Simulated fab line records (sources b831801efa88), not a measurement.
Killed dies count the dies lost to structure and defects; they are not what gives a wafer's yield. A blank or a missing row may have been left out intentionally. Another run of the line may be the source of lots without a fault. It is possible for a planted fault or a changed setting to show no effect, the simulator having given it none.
A struck lot beside a sound one	flow sky130	43 steps out of a route of 708
Sound: wafers L148.2, L148.4, L148.6. Wafers L154.2, L154.3, L154.4 were the ones struck. The cause comes at the end.
Each step with rows lists, per side, the tool, then ch with its chambers, then its first start. Under that, the readings that differ: sound wafers	struck wafers	difference of the means	sigmas: that difference in standard deviations of wafers without a fault.
alike: a reading whose means differ by less than 2 such deviations, as well as words and numbers matching on both sides. not compared: withheld readings; readings where some wafer has no value; bounds like >300 that might hide an equal value; numbers whose values overlap and for which the record gives no deviation.
A row with sigmas, a row that says differs or no value, or rows on one side alone: a step with any of these is where the two part. Numbers that don't overlap but have no deviation are shown without sigmas and don't part them. Lack of a reading on every wafer of one side parts them only where that side has two or more wafers.

SKY_LDD_HVP_TW_MEAS_10:
  sound on film metro-01, day 23 21:49; struck on film metro-04, day 25 23:20
  alike: LDD_HVP_TW
then, 7 steps without rows for these wafers: SKY_LDD_LDN_DEHYDRATE_00 (time 60 s); SKY_LDD_LDN_HMDS_01 (prime time 60 s); SKY_LDD_LDN_COAT_02 (resist thk 1140 nm); SKY_LDD_LDN_SOFTBAKE_03 (time 60 s); SKY_LDD_LDN_EXPOSE_04 (exposes mask LDNTM, target cd 700 nm); SKY_LDD_LDN_PEB_05; SKY_LDD_LDN_DEVELOP_06 (develop time 60 s).
SKY_LDD_LDN_OVL_MEAS_07:
  sound on overlay-02, day 25 02:28; struck on overlay-02, day 27 02:28
  alike: LDD_LDN_OVL
then, 3 steps without rows for these wafers: SKY_LDD_LDN_IMPLANT_08; SKY_LDD_LDN_IMPLANT_09; SKY_LDD_LDN_IMPLANT_10.
SKY_LDD_LDN_IMPLANT_11:
  sound on implanter-02 ch 0, day 25 02:58; struck on implanter-01 ch 0, day 27 02:58
  alike: dose ions cm2, rotation deg
SKY_LDD_LDN_STRIP_12: strips in O2/N2.
  sound on plasma asher-03 ch 0,1, day 25 03:06; struck on plasma asher-04 ch 0,1, day 27 03:06
  alike: drypump motor current A, oes product au, strip time to endpoint s
  not compared: rf hours counter h
SKY_LDD_LDN_TW_MEAS_13:
  sound on film metro-03, day 25 03:13; struck on film metro-04, day 27 03:13
  alike: LDD_LDN_TW
then, 2 steps without rows for these wafers: SKY_LDD_LDN_CLEAN_14 (cleans in SC1/SC2, time 150 s); SKY_SPACER_CVD_00 (deposits Si3N4 from DCS/NH3, target thk 43.1 nm, time 740 s).
SKY_SPACER_THK_MEAS_01:
  sound on film metro-02, day 25 04:34; struck on film metro-02, day 27 04:32
  alike: SPACER_CVD_00_THK
SKY_SPACER_ETCHBACK_02: etches Si3N4 in CH3F/O2, stops on SiO2, time 46.7 s, target depth 45 nm.
  sound on rie diel-03 ch 0,2,3, day 25 04:37; struck on rie diel-04 ch 2,3, day 27 04:35
  alike: drypump motor current A, oes product au, throttle valve pct
  not compared: rf hours counter h
then, 8 steps without rows for these wafers: SKY_POLY_CUT_DEHYDRATE_00 (time 60 s); SKY_POLY_CUT_HMDS_01 (prime time 60 s); SKY_POLY_CUT_COAT_02 (resist thk 60 nm); SKY_POLY_CUT_COAT_03 (resist thk 450 nm); SKY_POLY_CUT_SOFTBAKE_04 (time 90 s); SKY_POLY_CUT_EXPOSE_05 (exposes mask NPCM, target cd 270 nm); SKY_POLY_CUT_PEB_06; SKY_POLY_CUT_DEVELOP_07 (develop time 60 s).
SKY_POLY_CUT_CD_MEAS_08: target cd 270 nm.
  sound on cd sem-01, day 26 10:11; struck on cd sem-01, day 28 08:53
  alike: cd nm
SKY_POLY_CUT_OVL_MEAS_09:
  sound on overlay-01, day 26 10:17; struck on overlay-02, day 28 08:59
reading	sound	struck	difference	sigmas
POLY_CUT_OVL (nm)	9 1 8	-9 -7 -7	-14	-3
SKY_POLY_CUT_ETCH_10: etches BARC in N2/H2, stops on SiO2, time 45.9 s, target depth 60 nm.
  sound on rie diel-03 ch 0,2,3, day 26 10:19; struck on rie diel-01 ch 0,1,2, day 28 09:01
  alike: drypump motor current A, oes product au, throttle valve pct
  not compared: rf hours counter h
SKY_POLY_CUT_ETCH_11: etches Si3N4 in CF4/CH2F2/Ar, stops on poly-Si, time 42.5 s, target depth 60 nm.
  sound on rie diel-03 ch 0,2,3, day 26 10:22; struck on rie diel-01 ch 0,1,2, day 28 09:04
  alike: drypump motor current A, mfc ar sccm, oes product au, throttle valve pct
  not compared: rf hours counter h
SKY_POLY_CUT_STRIP_12: strips in O2/N2.
  sound on plasma asher-04 ch 0,1, day 26 10:24; struck on plasma asher-02 ch 0,1, day 28 09:06
  alike: drypump motor current A, oes product au, strip time to endpoint s
  not compared: rf hours counter h
then, 7 steps without rows for these wafers: SKY_SD_P_DEHYDRATE_00 (time 60 s); SKY_SD_P_HMDS_01 (prime time 60 s); SKY_SD_P_COAT_02 (resist thk 1140 nm); SKY_SD_P_SOFTBAKE_03 (time 60 s); SKY_SD_P_EXPOSE_04 (exposes mask PSDM, target cd 380 nm); SKY_SD_P_PEB_05; SKY_SD_P_DEVELOP_06 (develop time 60 s).
SKY_SD_P_CD_MEAS_07: target cd 380 nm.
  sound on cd sem-01, day 27 14:13; struck on cd sem-01, day 29 13:22
  alike: cd nm
SKY_SD_P_OVL_MEAS_08:
  sound on overlay-01, day 27 14:20; struck on overlay-01, day 29 13:29
  alike: SD_P_OVL
after that, 1 step had no rows for these wafers: SKY_SD_P_IMPLANT_09.
-- the record jumps here: 19 days lie between the struck wafers' starts before and after (it left off in module SD_P and takes up again in module PAD_OPEN, whose first step shown is number 708 of the route) --
SKY_PAD_OPEN_PROBE_99:
  sound on prober-01, day 47 06:29; struck on prober-01, day 48 14:52
reading	sound	struck	difference	sigmas
model.etest.tip sonos.rs ohm sq	2497 2500 2480	2825 2783 2754	+295	
model.etest.tip sonos.rs ohm sq range	39.96 35.28 32.62	139.8 143.2 146.4	+107.2	
model.etest.tip sonos.rs ohm sq rim less centre	2.494 -24.36 -14.72	-49.74 -34.2 -46.76	-31.37	
  alike: killed_at_M0_to_M3, killed_at_M4_up, killed at contacts, killed at front end, killed at other, killed dies, killed open, killed short

== WHERE THEY PART ==
Within this record, at SKY_POLY_CUT_OVL_MEAS_09 only. Later steps at which nothing parts them and some readings are alike: SKY_POLY_CUT_ETCH_10, SKY_POLY_CUT_ETCH_11, SKY_POLY_CUT_STRIP_12, SKY_SD_P_CD_MEAS_07, SKY_SD_P_OVL_MEAS_08, SKY_PAD_OPEN_PROBE_99.

WHY: whatever the simulator had introduced
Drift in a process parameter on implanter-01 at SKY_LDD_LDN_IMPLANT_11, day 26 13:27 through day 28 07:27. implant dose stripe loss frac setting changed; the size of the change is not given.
